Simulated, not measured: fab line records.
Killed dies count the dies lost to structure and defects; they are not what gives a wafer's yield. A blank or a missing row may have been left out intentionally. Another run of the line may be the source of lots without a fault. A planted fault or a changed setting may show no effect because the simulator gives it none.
One fault through the eyes of 2 desks | flow gf180mcu | numbers are kept per desk, each desk with only its own; the story behind them comes last

THE TOOL OWNER'S DESK: plasma asher-04
The tool's own readings at GF_PASSIVATION_STRIP_12 (strips in O2/N2): means of the sampled wafers that have a number, for each lot that ran on this tool. The brackets show how far a lot's mean lies from the usual mean; more than 4 standard deviations puts the lot out of limits, marked OUT.
Columns: A = chamber pressure mTorr at GF_PASSIVATION_STRIP_12, usual 1499.9 mTorr; B = drypump motor current A at GF_PASSIVATION_STRIP_12, usual 5.64 A; C = heater power w at GF_PASSIVATION_STRIP_12, usual 326 W; D = n2 flow sccm at GF_PASSIVATION_STRIP_12, usual 299.8 sccm; E = oes product au at GF_PASSIVATION_STRIP_12, usual 0.718 a.u.; F = strip time to endpoint s at GF_PASSIVATION_STRIP_12, usual 33.0 s
lot  | first seen here | A      | B    | C   | D     | E     | F
L444 | day 33 13:00    | 1500.4 | 5.54 | 309 | 299.3 | 0.720 | 33.3
L445 | day 33 14:58    | 1500.0 | 5.39 | 301 | 298.6 | 0.717 | 32.7
L447 | day 34 01:34    | 1500.0 | 5.40 | 297 | 299.9 | 0.720 | 32.8
L448 | day 34 06:42    | 1498.2 | 5.40 | 303 | 299.5 | 0.714 | 33.5
L451 | day 34 23:58    | 1500.9 | 5.41 | 301 | 300.2 | 0.718 | 33.1
This desk found nothing out of limits on any of the 5 lots.

THE METROLOGY DESK
What the gauges read, lot by lot, whatever tool the lot ran on: means of the sampled wafers that have a number. The brackets show how far a lot's mean lies from the usual mean; more than 4 standard deviations puts the lot out of limits, marked OUT.
Columns: A = cd nm at GF_STI_CD_MEAS_12, usual 220.0 nm; B = SALICIDE_TIN_RS at GF_SALICIDE_RS_MEAS_04, usual 16.4 ohm/sq
lot  | first seen here | A     | B
L429 | day 2 06:41     | 219.4 | 16.2
L431 | day 2 17:07     | 216.9 | 16.6
L432 | day 2 22:28     | 220.9 | 16.7
L436 | day 3 18:50     | 220.4 | 16.9
L439 | day 4 10:15     | 220.6 | 16.3
L441 | day 4 23:07     | 221.2 | 16.2
L444 | day 5 11:47     | 219.6 | 15.7
L445 | day 5 16:46     | 219.9 | 16.1
L447 | day 6 04:54     | 221.3 | 16.6
L448 | day 6 08:26     | 220.7 | 16.3
L450 | day 6 19:33     | 220.4 | 16.3
L451 | day 7 00:22     | 219.1 | 16.1
This desk found nothing out of limits on any of the 12 lots.

BROUGHT TOGETHER
The tool owner's desk saw nothing out of limits.
At the metrology desk, nothing out of limits was observed.

WHAT WAS PUT IN BY THE SIMULATOR
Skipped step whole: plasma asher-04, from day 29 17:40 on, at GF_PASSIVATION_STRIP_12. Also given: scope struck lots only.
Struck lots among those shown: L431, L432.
